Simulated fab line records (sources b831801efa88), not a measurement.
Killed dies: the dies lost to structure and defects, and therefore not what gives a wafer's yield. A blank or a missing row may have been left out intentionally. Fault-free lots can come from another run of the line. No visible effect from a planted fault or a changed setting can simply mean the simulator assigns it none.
A struck lot beside a sound one | flow gf180mcu | 14 steps out of a route of 602
Sound: the wafers L901.2, L901.3, L901.5. The struck wafers were L891.2, L891.3, L891.6. Last of all comes the cause.
At each step with rows: each side's tool, then ch and its chambers, then its first start. Under that, the readings that differ: sound wafers | struck wafers | difference of the means | sigmas: that difference in standard deviations of wafers without a fault.
alike: same words and numbers on both sides, and readings whose means sit less than 2 such deviations apart. not compared: any withheld reading, any reading some wafer has no value for, any bound like >300 that may hide the same value, and any number with overlapping values for which the record gives no deviation.
A row with sigmas, a row that says differs or no value, or rows on one side alone: a step with any of these is where the two part. Numbers that have no deviation but don't overlap get no sigmas and don't part them. A reading missing from all wafers of one side parts the sides only when that side holds two or more wafers.

GF_V4_OVL_MEAS_15:
  sound on overlay-02, day 30 01:06; struck on overlay-01, day 27 12:06
  alike: V4_OVL
GF_V4_ETCH_16: etches BARC in N2/H2.
  sound on rieDiel-02 ch 0,2, day 30 01:08; struck on rieDiel-03 ch 0,2,3, day 27 12:08
  alike: drypumpMotorCurrentA, oesProductAu, throttleValvePct
then, 1 step without rows for these wafers: GF_V4_ETCH_17 (etches SiO2 in C4F8/O2/Ar, stops on TiN, target depth 630 nm).
GF_V4_STRIP_18: strips in O2/N2.
  sound on plasmaAsher-02 ch 0,1, day 30 01:16; struck on plasmaAsher-03 ch 0,1, day 27 12:16
  alike: drypumpMotorCurrentA, heaterPowerW, o2FlowSccm, oesProductAu
  not compared: rfHoursCounterH
then, 2 steps without rows for these wafers: GF_V4_STRIP_19 (strips in post etch residue remover, time 1200 s); GF_V4_CLEAN_20 (cleans in DIW).
GF_V4_SPUTTER_21: material Ti, target thk 15 nm, time 80.02 s.
  sound on pvdSputter-03, day 30 02:08; struck on pvdSputter-01, day 27 12:48
  alike: cathodeDcPowerW, chamberPressurePa, throttleValvePct
then, 1 step without rows for these wafers: GF_V4_SPUTTER_22 (material TiN, target thk 10 nm, time 40 s).
GF_V4_CVD_23: deposits W, target thk 350 nm, time 104.9 s.
  sound on cvdW-01 ch 1, day 30 02:14; struck on cvdW-02 ch 0,1, day 27 12:54
  alike: chamberPressureTorr, heaterPowerW
GF_V4_RS_MEAS_24: measurement is done with a four-point probe.
  sound on filmMetro-04, day 30 02:22; struck on filmMetro-04, day 27 13:02
  alike: V4_W_RS
GF_V4_THK_MEAS_25: measures by xrf.
  sound on filmMetro-04, day 30 02:28; struck on filmMetro-04, day 27 13:08
  alike: V4_W_THK
then, 1 step without rows for these wafers: GF_V4_CMP_26 (polishes, stops on SiO2, t overpolish 15 s, target thk 0 nm).
GF_MIM_SPUTTER_00: material Ti, target thk 37.5 nm, time 150 s.
  sound on pvdSputter-03, day 30 02:49; struck on pvdSputter-03, day 27 13:29
  no value came back on the struck wafers for cathodeDcPowerW (W), chamberPressurePa (Pa), throttleValvePct (%); on the sound wafers cathodeDcPowerW (W) reads 4001.1 3999.3 4001.1
GF_MIM_SPUTTER_01: material TiN, target thk 30 nm, time 25 s.
  sound on pvdSputter-03, day 30 02:55; struck on pvdSputter-03, day 27 13:35
  alike: cathodeDcPowerW, chamberPressurePa, throttleValvePct

== WHERE THEY PART ==
Within this record, at GF_MIM_SPUTTER_00 only. Later steps at which nothing parts them and some readings are alike: GF_MIM_SPUTTER_01.

WHY: the cause the simulator had injected
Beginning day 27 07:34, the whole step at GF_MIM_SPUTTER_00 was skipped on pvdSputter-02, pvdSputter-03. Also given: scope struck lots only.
